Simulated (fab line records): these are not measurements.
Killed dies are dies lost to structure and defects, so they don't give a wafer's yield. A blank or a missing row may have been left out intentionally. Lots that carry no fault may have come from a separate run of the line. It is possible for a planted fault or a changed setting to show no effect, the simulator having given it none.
The tool behind it: which one? ; flow gf180mcu ; 6 lots with 18 wafers sampled at 2 steps, on a route of 602 steps

WHAT THE GAUGES SHOWED, per wafer
GF_V5_THK_MEAS_01.
lot;measured;on;V5_CVD_00_THK (nm)
L686;day 26 17:20;filmMetro-03;299.5 293.2 298.9
L688;day 27 02:46;filmMetro-02;296.6 296.3 294.7
L690;day 28 01:11;filmMetro-04;297.1 298.1 296.2
L693;day 28 23:00;filmMetro-04;298.0 295.2 297.2
L695;day 29 12:36;filmMetro-03;301.5 299.6 297.2
L702;day 31 08:11;filmMetro-04;293.9 293.8 294.6

TOOL THAT RAN EACH LOT (tool first, then ch and the chambers of the sampled wafers, then the start)
lot;GF_MIM_SPUTTER_00
L686;pvdSputter-01, day 24 21:49
L688;pvdSputter-03, day 25 08:13
L690;pvdSputter-01, day 26 06:28
L693;pvdSputter-03, day 27 06:17
L695;pvdSputter-01, day 27 20:35
L702;pvdSputter-04, day 29 18:47
- GF_MIM_SPUTTER_00: material Ti, target thk 37.5 nm, time 150 s.

THE ANSWER, worked out from the rows above alone
Rule: what is usual is taken from the lots themselves. Put in order of their means at a reading, lots are off if they are a third of the lots or fewer, leave a main group of 4 or more, and stand apart from it by a gap of 3 or more times the standard deviation of the main group's means; of several such gaps the widest counts. A main group is skipped when, at the precision printed for the reading in the tables above, its means are all equal. A lot without any number at a reading at which 4 lots or more have one is off too. All remaining lots with rows at the step are treated as sound.
None of the lots is off at any reading shown; this tells nothing.

WHAT THE SIMULATOR PUT IN
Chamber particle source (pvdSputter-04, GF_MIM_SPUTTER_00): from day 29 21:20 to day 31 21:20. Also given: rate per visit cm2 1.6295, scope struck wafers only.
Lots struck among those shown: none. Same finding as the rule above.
